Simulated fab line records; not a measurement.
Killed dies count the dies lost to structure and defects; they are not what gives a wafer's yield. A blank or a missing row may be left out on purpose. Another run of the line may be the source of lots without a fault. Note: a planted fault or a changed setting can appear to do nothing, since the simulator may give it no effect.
Matching of chambers -- flow sfqLine -- 4 sister chambers for SFQ_TRILAYER_I0_CMP_CMP_028 on cmp-02
The step polishes SiO2. 16 wafers are shown with their chamber, then 8 later ones without.

## WAFERS WITH THEIR CHAMBER
wafer,chamber,motorCurrentA (A),timeToEndpointS (s)
L327.2,0,11.4,216
L327.5,0,10.4,219
L327.6,3,11.0,212
L329.4,3,10.7,218
L329.1,1,9.7,213
L329.5,0,10.7,224
L330.3,2,8.3,217
L330.4,0,10.4,222
L330.6,1,10.0,208
L334.2,2,8.3,199
L334.3,3,10.8,199
L334.6,1,9.8,203
L342.1,3,11.2,196
L342.2,0,10.3,205
L342.5,0,10.2,204
L347.3,2,7.7,207

SIGNATURES (averages over the wafers above)
reading,chamber 0,chamber 1,chamber 2,chamber 3,scatter within a chamber
motorCurrentA,10.567,9.833,8.100,10.925,0.342
timeToEndpointS,215.00,208.00,207.67,206.25,8.71
Rule: distance of a wafer from a chamber = root of the sum over the readings of ((wafer's reading minus chamber's mean) / reading's scatter) squared. The wafer belongs to the nearest chamber; if the next one is less than 2 further off, it can't be placed. The scatter: take each reading less its chamber's mean, square it, sum over the shown wafers, divide by the number of wafers less the number of chambers, and take the root.

## WAFERS WITHOUT THEIR CHAMBER
wafer,motorCurrentA (A),timeToEndpointS (s)
L347.1,9.8,213
L347.5,11.3,211
L348.4,9.6,214
L348.2,11.3,204
L348.6,8.2,212
L349.3,10.9,216
L349.4,7.7,209
L349.5,10.7,219

## WHICH CHAMBER EACH ONE RAN IN
wafer,from the rows above,in truth
L347.1,can't be placed: 1 or 0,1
L347.5,can't be placed: 3 or 0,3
L348.4,can't be placed: 1 or 0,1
L348.2,can't be placed: 3 or 0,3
L348.6,2,2
L349.3,can't be placed: 0 or 3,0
L349.4,2,2
L349.5,can't be placed: 0 or 3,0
Correctly placed: 2 of 8. These rows do not allow placing 6 (true chamber among the candidates in 6). 0 placed wrongly.
